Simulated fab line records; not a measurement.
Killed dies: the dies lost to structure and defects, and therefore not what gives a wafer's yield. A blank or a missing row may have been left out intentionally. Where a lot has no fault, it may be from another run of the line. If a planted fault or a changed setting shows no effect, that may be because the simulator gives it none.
fab line records ; flow gf180mcu
[record] lots = 7; wafers = 21; last-day = 34
route steps=602 shown PASSIVATION@587
lots with no fault: from the same line, run without faults
start-h: the number of hours between the record's first day and the start of the first shown wafer of the lot ; wait-h: hours from the lot's prior step to this one ; " as in the row above ; L1.1+2: one row covering several wafers at once ; - no value, or no start given ; * or withheld: withheld ; < > ~ a bound
route shown NAME@n: names a module that has steps shown in the file, with the first one's number in the route ; usual: average and standard deviation across the fault-free wafers ; same: alike in all rows ; chamber/n: place in a boat ; sites: readings site by site ; _std_site: standard deviation of those values ; _edge_site: mean of outer sites minus mean of inner sites ; radius-mm: how far each site lies from the wafer's centre ; mask NAME#n: copy n ; behind: the most recent tool/chamber to have shaped the wafer ; hold: reason for holding the lot/hours on hold/outcome of the hold ; device: the n, p or np transistor that did not switch ; end of line: the tests these same wafers got at the end of their route ; step lacking rows: just its recipe ; killed: not the wafer's yield, but the dies lost to structure and defects at the first sort ; map: shows each die of a wafer: x if killed, . if not, _ if none is there
set.NAME: the setting the step ran with; set.NAME@STEP: the setting that earlier step ran with ; model.NAME: the simulator's own value behind a step, which no gauge read
a table for each step, a row for each wafer; lots at some steps of the route
services: from which hour (start-h, from the record's first day; less than 0 if before it) a tool's chamber was out of use, for how many hours, and why
[[steps]]
[step GF_PASSIVATION_CVD_00]
[recipe] material = SiO2; target-thk-nm = 1000; precursor = TEOS; temp-c = 400; time-s = 111.95; rf-w = 600
[usual] heater-power-w = 663/81
lot.wafer;tool;chamber;start-h;wait-h;heater-power-w
L901.1;pecvd-04;0;649.39;0.0;675
L901.4;pecvd-04;0;649.39;0.0;726
L901.5;pecvd-04;1;649.39;0.0;510
L907.2;pecvd-03;0;700.13;0.0;748
L907.3;pecvd-03;2;700.13;0.0;626
L907.6;pecvd-03;2;700.13;0.0;630
L908.4;pecvd-01;0;709.72;0.0;620
L908.5;pecvd-01;2;709.72;0.0;504
L908.6;pecvd-01;1;709.72;0.0;583
L909.2;pecvd-01;0;710.93;0.0;656
L909.5;pecvd-01;1;710.93;0.0;685
L909.6;pecvd-01;0;710.93;0.0;735
L920.1;pecvd-04;0;789.35;0.0;736
L920.2;pecvd-04;2;789.35;0.0;666
L920.3;pecvd-04;1;789.35;0.0;647
L921.1;pecvd-03;2;792.93;0.0;656
L921.2;pecvd-03;1;792.93;0.0;803
L921.6;pecvd-03;2;792.93;0.0;525
L922.2;pecvd-04;2;795.09;0.0;564
L922.3;pecvd-04;1;795.09;0.0;625
L922.6;pecvd-04;2;795.09;0.0;625
[step GF_PASSIVATION_THK_MEAS_01]
[recipe] reads = SiO2_of_PASSIVATION_CVD_00
[usual] PASSIVATION_CVD_00_THK = 996/12
lot.wafer;tool;chamber;start-h;wait-h;PASSIVATION_CVD_00_THK[nm]
L901.1;film-metro-01;-;649.47;0.0;1004
L901.4;film-metro-01;-;649.47;0.0;1005
L901.5;film-metro-01;-;649.47;0.0;992
L907.2;film-metro-04;-;700.22;0.0;985
L907.3;film-metro-04;-;700.22;0.0;966
L907.6;film-metro-04;-;700.22;0.0;985
L908.4;film-metro-01;-;709.79;0.0;994
L908.5;film-metro-01;-;709.79;0.0;1009
L908.6;film-metro-01;-;709.79;0.0;1023
L909.2;film-metro-01;-;711.02;0.0;980
L909.5;film-metro-01;-;711.02;0.0;1007
L909.6;film-metro-01;-;711.02;0.0;996
L920.1;film-metro-04;-;789.43;0.0;987
L920.2;film-metro-04;-;789.43;0.0;986
L920.3;film-metro-04;-;789.43;0.0;997
L921.1;film-metro-03;-;793.01;0.0;973
L921.2;film-metro-03;-;793.01;0.0;985
L921.6;film-metro-03;-;793.01;0.0;997
L922.2;film-metro-04;-;795.18;0.0;1001
L922.3;film-metro-04;-;795.18;0.0;999
L922.6;film-metro-04;-;795.18;0.0;1015
[step GF_PASSIVATION_CVD_02]
[recipe] material = Si3N4; target-thk-nm = 700; time-s = 486.18; temp-c = 400; rf-w = 450
[usual] heater-power-w = 722/81
lot.wafer;tool;chamber;start-h;wait-h;heater-power-w
L901.1;pecvd-03;2;649.53;0.1;700
L901.4;pecvd-03;0;649.53;0.1;783
L901.5;pecvd-03;1;649.53;0.1;797
L907.2;pecvd-01;1;700.27;0.0;688
L907.3;pecvd-01;0;700.27;0.0;771
L907.6;pecvd-01;2;700.27;0.0;629
L908.4;pecvd-04;2;709.97;0.2;667
L908.5;pecvd-04;1;709.97;0.2;548
L908.6;pecvd-04;0;709.97;0.2;800
L909.2;pecvd-04;1;711.07;0.0;626
L909.5;pecvd-04;0;711.07;0.0;808
L909.6;pecvd-04;2;711.07;0.0;732
L920.1;pecvd-03;1;789.49;0.1;846
L920.2;pecvd-03;0;789.49;0.1;805
L920.3;pecvd-03;2;789.49;0.1;718
L921.1;pecvd-04;2;793.07;0.1;697
L921.2;pecvd-04;0;793.07;0.1;793
L921.6;pecvd-04;1;793.07;0.1;691
L922.2;pecvd-03;1;795.23;0.0;835
L922.3;pecvd-03;0;795.23;0.0;819
L922.6;pecvd-03;2;795.23;0.0;711
[step GF_PASSIVATION_THK_MEAS_03]
[recipe] reads = Si3N4_of_PASSIVATION_CVD_02
[usual] PASSIVATION_CVD_02_THK = 696/7.7
lot.wafer;tool;chamber;start-h;wait-h;PASSIVATION_CVD_02_THK[nm]
L901.1;film-metro-04;-;649.82;0.1;693
L901.4;film-metro-04;-;649.82;0.1;703
L901.5;film-metro-04;-;649.82;0.1;709
L907.2;film-metro-01;-;700.57;0.2;692
L907.3;film-metro-01;-;700.57;0.2;685
L907.6;film-metro-01;-;700.57;0.2;701
L908.4;film-metro-04;-;710.14;0.0;695
L908.5;film-metro-04;-;710.14;0.0;694
L908.6;film-metro-04;-;710.14;0.0;705
L909.2;film-metro-01;-;711.37;0.2;684
L909.5;film-metro-01;-;711.37;0.2;688
L909.6;film-metro-01;-;711.37;0.2;699
L920.1;film-metro-04;-;789.78;0.1;691
L920.2;film-metro-04;-;789.78;0.1;688
L920.3;film-metro-04;-;789.78;0.1;679
L921.1;film-metro-03;-;793.36;0.1;685
L921.2;film-metro-03;-;793.36;0.1;687
L921.6;film-metro-03;-;793.36;0.1;697
L922.2;film-metro-04;-;795.52;0.2;697
L922.3;film-metro-04;-;795.52;0.2;696
L922.6;film-metro-04;-;795.52;0.2;704
[step GF_PASSIVATION_DEHYDRATE_04]
[recipe] temp-c = 200; time-s = 60
[step GF_PASSIVATION_HMDS_05]
[recipe] prime-time-s = 60; prime-temp-c = 120
[step GF_PASSIVATION_COAT_06]
[recipe] spin-rpm = 2000; resist-thk-nm = 4000
[step GF_PASSIVATION_SOFTBAKE_07]
[recipe] temp-c = 110; time-s = withheld
[step GF_PASSIVATION_EXPOSE_08]
[recipe] mask-id = Pad; target-cd-nm = 40000; na = 0.57; dose-mj = 310
[step GF_PASSIVATION_PEB_09]
[recipe] temp-c = 115; time-s = withheld
[step GF_PASSIVATION_DEVELOP_10]
[recipe] develop-time-s = 60; dev-temp-c = 23
[step GF_PASSIVATION_ETCH_11]
[recipe] chemistry = CF4/O2; target-depth-nm = 1800; stop-on = TiN; source-w = 800; bias-w = 150; pressure-mtorr = 150; cf4-flow-sccm = 80; O2_flow_sccm = 10; time-s = 400
[usual] drypump-motor-current-A = 5.7/0.49; oes-product-au = 0.960/0.0074; throttle-valve-pct = 5.959/0.0092
lot.wafer;tool;chamber;start-h;wait-h;drypump-motor-current-A;oes-product-au;rf-hours-counter-h;throttle-valve-pct
L901.1;rie-diel-03;2;669.14;-;6.0;0.960;12;5.943
L901.4;rie-diel-03;3;669.14;-;5.4;0.955;14;5.956
L901.5;rie-diel-03;1;669.14;-;5.2;0.953;-;5.971
L907.2;rie-diel-04;3;719.03;-;5.7;0.946;34;5.957
L907.3;rie-diel-04;2;719.03;-;5.5;0.943;4;5.949
L907.6;rie-diel-04;1;719.03;-;5.4;0.956;-;5.960
L908.4;rie-diel-03;3;727.63;-;5.4;0.961;16;5.964
L908.5;rie-diel-03;2;727.63;-;6.0;0.964;-;5.956
L908.6;rie-diel-03;1;727.63;-;5.2;0.974;-;5.970
L909.2;rie-diel-04;3;729.33;-;5.7;0.947;34;5.955
L909.5;rie-diel-04;0;729.33;-;5.5;0.960;-;5.950
L909.6;rie-diel-04;3;729.33;-;5.7;0.960;-;5.973
L920.1;rie-diel-03;3;804.57;-;5.4;0.953;19;5.970
L920.2;rie-diel-03;2;804.57;-;6.0;0.958;18;5.960
L920.3;rie-diel-03;0;804.57;-;6.3;0.957;12;5.968
L921.1;rie-diel-02;1;808.43;-;5.2;0.949;19;5.952
L921.2;rie-diel-02;2;808.43;-;4.9;0.963;15;5.952
L921.6;rie-diel-02;3;808.43;-;6.5;0.961;-;5.971
L922.2;rie-diel-04;0;809.84;-;5.4;0.951;21;5.960
L922.3;rie-diel-04;3;809.84;-;5.7;0.957;39;5.970
L922.6;rie-diel-04;1;809.84;-;5.4;0.969;-;5.969
[step GF_PASSIVATION_STRIP_12]
[recipe] chemistry = O2/N2; power-w = 1400; pressure-mtorr = 1500; platen-temp-c = 250; o2-flow-sccm = 3000; n2-flow-sccm = 300; overash-fraction = 0.5
[usual] chamber-pressure-mTorr = 1500.0/1.3; drypump-motor-current-A = 5.8/0.62; heater-power-w = 341/27; oes-product-au = 0.720/0.0047; strip-time-to-endpoint-s = 34.83/0.16
lot.wafer;tool;chamber;start-h;wait-h;chamber-pressure-mTorr;drypump-motor-current-A;heater-power-w;oes-product-au;rf-hours-counter-h;strip-time-to-endpoint-s;model.coat_of_PASSIVATION_COAT_06.thk-nm
L901.1;plasma-asher-02;0;669.38;0.1;1498.9;5.3;320;0.726;57;34.76;0
L901.4;plasma-asher-02;1;669.38;0.1;1499.0;4.9;341;0.723;-;34.73;0
L901.5;plasma-asher-02;1;669.38;0.1;1498.2;5.0;335;0.725;-;34.83;0
L907.2;plasma-asher-03;1;719.27;0.1;1500.1;6.7;338;0.722;28;34.91;0
L907.3;plasma-asher-03;0;719.27;0.1;1499.7;6.1;362;0.715;-;34.77;0
L907.6;plasma-asher-03;0;719.27;0.1;1499.6;6.1;363;0.725;-;34.74;0
L908.4;plasma-asher-01;0;727.90;0.2;1499.2;6.3;325;0.722;-;34.88;0
L908.5;plasma-asher-01;1;727.90;0.2;1499.7;5.6;402;0.727;-;34.69;0
L908.6;plasma-asher-01;0;727.90;0.2;1499.9;6.3;334;0.726;-;34.74;0
L909.2;plasma-asher-03;1;729.57;0.1;1500.0;6.7;332;0.718;29;35.10;0
L909.5;plasma-asher-03;0;729.57;0.1;1499.2;6.1;355;0.716;-;35.08;0
L909.6;plasma-asher-03;1;729.57;0.1;1500.7;6.7;341;0.724;-;35.06;0
L920.1;plasma-asher-01;1;804.81;0.1;-;-;-;-;-;-;2801
L920.2;plasma-asher-01;0;804.81;0.1;-;-;-;-;-;-;2797
L920.3;plasma-asher-01;0;804.81;0.1;-;-;-;-;-;-;2808
L921.1;plasma-asher-03;1;808.67;0.1;-;-;-;-;-;-;2818
L921.2;plasma-asher-03;0;808.67;0.1;-;-;-;-;-;-;2813
L921.6;plasma-asher-03;0;808.67;0.1;-;-;-;-;-;-;2832
L922.2;plasma-asher-03;1;810.08;0.1;-;-;-;-;-;-;2812
L922.3;plasma-asher-03;0;810.08;0.1;-;-;-;-;-;-;2804
L922.6;plasma-asher-03;0;810.08;0.1;-;-;-;-;-;-;2788
[step GF_PASSIVATION_ANNEAL_13]
[recipe] temp-c = 400; time-s = 1800; ambient = N2/H2; idle-temp-c = 300; ramp-up-c-per-min = 10; ramp-down-c-per-min = 3
[step GF_PASSIVATION_BOW_MEAS_14]
[recipe] mode = bow
[usual] PASSIVATION_BOW = 134/8.1
lot.wafer;tool;chamber;start-h;wait-h;PASSIVATION_BOW[um]
L901.1;film-metro-03;-;670.98;0.0;126
L901.4;film-metro-03;-;670.98;0.0;134
L901.5;film-metro-03;-;670.98;0.0;132
L907.2;film-metro-03;-;720.89;0.0;137
L907.3;film-metro-03;-;720.89;0.0;145
L907.6;film-metro-03;-;720.89;0.0;150
L908.4;film-metro-04;-;729.53;0.1;138
L908.5;film-metro-04;-;729.53;0.1;143
L908.6;film-metro-04;-;729.53;0.1;143
L909.2;film-metro-04;-;731.19;0.0;127
L909.5;film-metro-04;-;731.19;0.0;120
L909.6;film-metro-04;-;731.19;0.0;128
L920.1;film-metro-01;-;806.41;0.0;105
L920.2;film-metro-01;-;806.41;0.0;106
L920.3;film-metro-01;-;806.41;0.0;112
L921.1;film-metro-01;-;810.27;0.0;103
L921.2;film-metro-01;-;810.27;0.0;111
L921.6;film-metro-01;-;810.27;0.0;111
L922.2;film-metro-01;-;811.70;0.0;110
L922.3;film-metro-01;-;811.70;0.0;112
L922.6;film-metro-01;-;811.70;0.0;109
[[services]]
tool;chamber;start-h;hours;kind
pecvd-01;-;627.87;0.9;repair
pecvd-01;-;633.45;0.8;repair
plasma-asher-03;-;637.33;4.2;repair
rie-diel-02;-;641.27;2.8;pm
plasma-asher-03;-;652.72;15.6;pm
plasma-asher-01;-;661.83;0.9;repair
rie-diel-04;-;664.38;14.6;pm
pecvd-01;-;674.12;0.7;repair
plasma-asher-03;-;680.19;3.6;repair
pecvd-03;-;690.19;1.6;repair
plasma-asher-02;-;718.16;14.6;pm
plasma-asher-01;-;733.75;9.0;pm
pecvd-01;-;739.27;0.6;repair
pecvd-03;0;740.42;4.4;repair
rie-diel-04;2;746.45;17.5;repair
rie-diel-03;0;752.49;5.7;repair
plasma-asher-01;-;756.30;14.6;pm
rie-diel-02;3;763.64;4.7;repair
plasma-asher-01;-;774.67;1.5;repair
rie-diel-04;1;777.50;6.9;repair
pecvd-01;-;780.04;28.1;pm
rie-diel-04;2;780.42;1.8;repair
pecvd-03;-;796.65;1.1;repair
pecvd-04;-;799.38;14.0;pm
[[key]]
[first-sign] step = GF_PASSIVATION_STRIP_12; reading = tool-record; direction = missing
[effect] step = GF_PASSIVATION_BOW_MEAS_14; reading = PASSIVATION_BOW; direction = down; sigmas = 3.2; usual = 134; struck = 109
[model-effect] step = GF_PASSIVATION_STRIP_12; value = coat_of_PASSIVATION_COAT_06.thk-nm; without = 0; struck = 2808
met-at GF_PASSIVATION_STRIP_12
struck-wafers L920.1,L920.2,L920.3,L921.1,L921.2,L921.6,L922.2,L922.3,L922.6
later-rows-left-out L920.1,L920.2,L920.3,L921.1,L921.2,L921.6,L922.2,L922.3,L922.6
sort-left-out L920.1,L920.2,L920.3,L921.1,L921.2,L921.6,L922.2,L922.3,L922.6
onset-between 729.57 804.81
[fault] kind = skipped-step-whole; tool = plasma-asher-01,plasma-asher-03; chamber = -; onset-h = 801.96; steps = GF_PASSIVATION_STRIP_12; scope = struck-lots-only
// sort-left-out: the simulated sort isn't trusted on such a fault, so these wafers' sort isn't shown, and their yield isn't known
// later-rows-left-out: the simulator's readings of these wafers behind a module that went badly wrong aren't trusted and aren't shown, but for the sort
